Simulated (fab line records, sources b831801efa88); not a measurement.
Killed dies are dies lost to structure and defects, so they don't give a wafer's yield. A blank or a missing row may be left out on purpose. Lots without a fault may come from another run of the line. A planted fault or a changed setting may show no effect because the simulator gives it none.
A struck lot beside a sound one | flow sky130 | 18 steps out of a route of 708
Sound: wafers L234.2, L234.3, L234.4. Struck: wafers L249.2, L249.3, L249.4. The cause comes at the end.
At each step with rows: each side's tool, then ch and its chambers, then its first start. Under that, the readings that differ: sound wafers | struck wafers | difference of the means | sigmas: that difference in standard deviations of wafers without a fault.
alike: readings whose means differ by less than 2 such deviations, and words and numbers that are the same on both sides. not compared: withheld readings, readings that some wafer has no value for, bounds like >300 that may hide the same value, and numbers for which the record gives no deviation and whose values overlap.
The two part at a step that has a row with sigmas, a row that says differs or no value, or rows on one side only. Numbers that don't overlap but have no deviation are shown without sigmas and don't part them. A reading that every wafer of one side lacks parts them only if that side has two wafers or more.

first, 6 steps without rows for these wafers: SKY_LDD_N_IMPLANT_10; SKY_LDD_N_IMPLANT_11; SKY_LDD_N_IMPLANT_12; SKY_LDD_N_IMPLANT_13; SKY_LDD_N_IMPLANT_14; SKY_LDD_N_IMPLANT_15.
SKY_LDD_N_STRIP_16: strips in O2/N2.
  sound on plasma_asher-02 ch 0,1, day 18 02:57; struck on plasma_asher-03 ch 0,1, day 23 10:18
  alike: drypump_motor_current_A, oes_product_au, strip_time_to_endpoint_s
  not compared: rf_hours_counter_h
SKY_LDD_N_TW_MEAS_17:
  sound on film_metro-03, day 18 03:04; struck on film_metro-02, day 23 10:25
  alike: LDD_N_TW
then, 4 steps without rows for these wafers: SKY_LDD_P_DEHYDRATE_00 (time 60 s); SKY_LDD_P_HMDS_01 (prime time 60 s); SKY_LDD_P_COAT_02 (resist thk 1140 nm); SKY_LDD_P_SOFTBAKE_03 (time 60 s).
SKY_LDD_P_EXPOSE_04: exposes mask PSDM, target cd 380 nm.
  sound on iline_stepper-02 ch 0, day 18 17:56; struck on iline_stepper-02 ch 0, day 24 01:33
  alike: mask
then, 2 steps without rows for these wafers: SKY_LDD_P_PEB_05; SKY_LDD_P_DEVELOP_06 (develop time 60 s).
SKY_LDD_P_CD_MEAS_07: target cd 380 nm.
  sound on cd_sem-02, day 19 08:01; struck on cd_sem-02, day 24 16:16
  reading    | sound             | struck            | difference | sigmas
  cd_nm (nm) | 379.5 378.7 378.5 | 379.6 365.2 363.7 | -9.4       | -4
SKY_LDD_P_OVL_MEAS_08:
  sound on overlay-02, day 19 08:08; struck on overlay-01, day 24 16:23
  alike: LDD_P_OVL
then, 1 step without rows for these wafers: SKY_PAD_OPEN_PROBE_99.

WHERE THEY PART
Only at SKY_LDD_P_CD_MEAS_07, within this record. Later steps at which nothing parts them and some readings are alike: SKY_LDD_P_OVL_MEAS_08.

WHY: what the simulator had put in
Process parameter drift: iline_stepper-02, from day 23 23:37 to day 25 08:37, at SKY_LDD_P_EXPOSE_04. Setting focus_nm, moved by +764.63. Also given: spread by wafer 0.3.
